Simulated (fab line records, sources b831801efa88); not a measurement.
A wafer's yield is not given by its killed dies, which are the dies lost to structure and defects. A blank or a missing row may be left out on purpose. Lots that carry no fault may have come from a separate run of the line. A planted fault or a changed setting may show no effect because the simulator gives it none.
Chamber matching || flow gf180mcu || 3 sister chambers for GF_DUAL_GATE_WET_ETCH_12 on wetBench-03
The step etches SiO2 in dHF, target depth 13 nm, time 260 s. 16 wafers are shown with their chamber, then 5 later ones without.

## WAFERS PAIRED WITH THEIR CHAMBERS
{"wafer": "L354.1", "chamber": 2, "tempC (C)": 24.84, "bathHeatDutyPct (%)": 6.2}
{"wafer": "L354.5", "chamber": 2, "tempC (C)": 24.96, "bathHeatDutyPct (%)": 6.3}
{"wafer": "L354.6", "chamber": 2, "tempC (C)": 24.91, "bathHeatDutyPct (%)": 7.4}
{"wafer": "L356.1", "chamber": 0, "tempC (C)": 24.96, "bathHeatDutyPct (%)": 6.3}
{"wafer": "L356.5", "chamber": 0, "tempC (C)": 24.82, "bathHeatDutyPct (%)": 6.2}
{"wafer": "L356.6", "chamber": 0, "tempC (C)": 25.00, "bathHeatDutyPct (%)": 6.1}
{"wafer": "L358.1", "chamber": 0, "tempC (C)": 25.05, "bathHeatDutyPct (%)": 6.7}
{"wafer": "L358.4", "chamber": 0, "tempC (C)": 25.01, "bathHeatDutyPct (%)": 6.5}
{"wafer": "L358.6", "chamber": 0, "tempC (C)": 25.07, "bathHeatDutyPct (%)": 5.7}
{"wafer": "L359.3", "chamber": 3, "tempC (C)": 25.02, "bathHeatDutyPct (%)": 6.1}
{"wafer": "L359.4", "chamber": 3, "tempC (C)": 25.01, "bathHeatDutyPct (%)": 6.7}
{"wafer": "L359.5", "chamber": 3, "tempC (C)": 25.03, "bathHeatDutyPct (%)": 6.2}
{"wafer": "L363.1", "chamber": 3, "tempC (C)": 25.11, "bathHeatDutyPct (%)": 7.0}
{"wafer": "L363.3", "chamber": 3, "tempC (C)": 25.16, "bathHeatDutyPct (%)": 6.9}
{"wafer": "L363.6", "chamber": 3, "tempC (C)": 25.00, "bathHeatDutyPct (%)": 6.6}
{"wafer": "L364.2", "chamber": 0, "tempC (C)": 24.89, "bathHeatDutyPct (%)": 6.1}

SIGNATURES (means of the wafers above)
{"reading": "tempC", "chamber 0": 24.9714, "chamber 2": 24.9033, "chamber 3": 25.0550, "scatter within a chamber": 0.0765}
{"reading": "bathHeatDutyPct", "chamber 0": 6.229, "chamber 2": 6.633, "chamber 3": 6.583, "scatter within a chamber": 0.408}
Rule: for a wafer and a chamber, the distance is found by dividing, reading by reading, the gap between the wafer's reading and the chamber's mean by the reading's scatter, squaring, summing and taking the root. The wafer belongs to the nearest chamber; if the next one is less than 2 further off, it can't be placed. How the scatter is found: for the shown wafers, subtract from each reading the mean of its chamber, square and add these, divide the total by (wafers less chambers), then take the root.

## WAFERS MISSING THEIR CHAMBER
{"wafer": "L364.4", "tempC (C)": 25.05, "bathHeatDutyPct (%)": 7.3}
{"wafer": "L364.6", "tempC (C)": 25.02, "bathHeatDutyPct (%)": 6.2}
{"wafer": "L369.1", "tempC (C)": 24.96, "bathHeatDutyPct (%)": 6.7}
{"wafer": "L369.3", "tempC (C)": 25.01, "bathHeatDutyPct (%)": 6.2}
{"wafer": "L369.6", "tempC (C)": 25.07, "bathHeatDutyPct (%)": 5.9}

## THE CHAMBER EACH PASSED THROUGH
{"wafer": "L364.4", "from the rows above": "can't be placed: 3 or 2 or 0", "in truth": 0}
{"wafer": "L364.6", "from the rows above": "can't be placed: 0 or 3 or 2", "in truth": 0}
{"wafer": "L369.1", "from the rows above": "can't be placed: 2 or 0 or 3", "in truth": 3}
{"wafer": "L369.3", "from the rows above": "can't be placed: 0 or 3 or 2", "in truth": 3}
{"wafer": "L369.6", "from the rows above": "can't be placed: 0 or 3 or 2", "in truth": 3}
0 of 5 placed correctly. Can't be placed from these rows: 5 (the true chamber is among the candidates in 5). 0 placed wrongly.
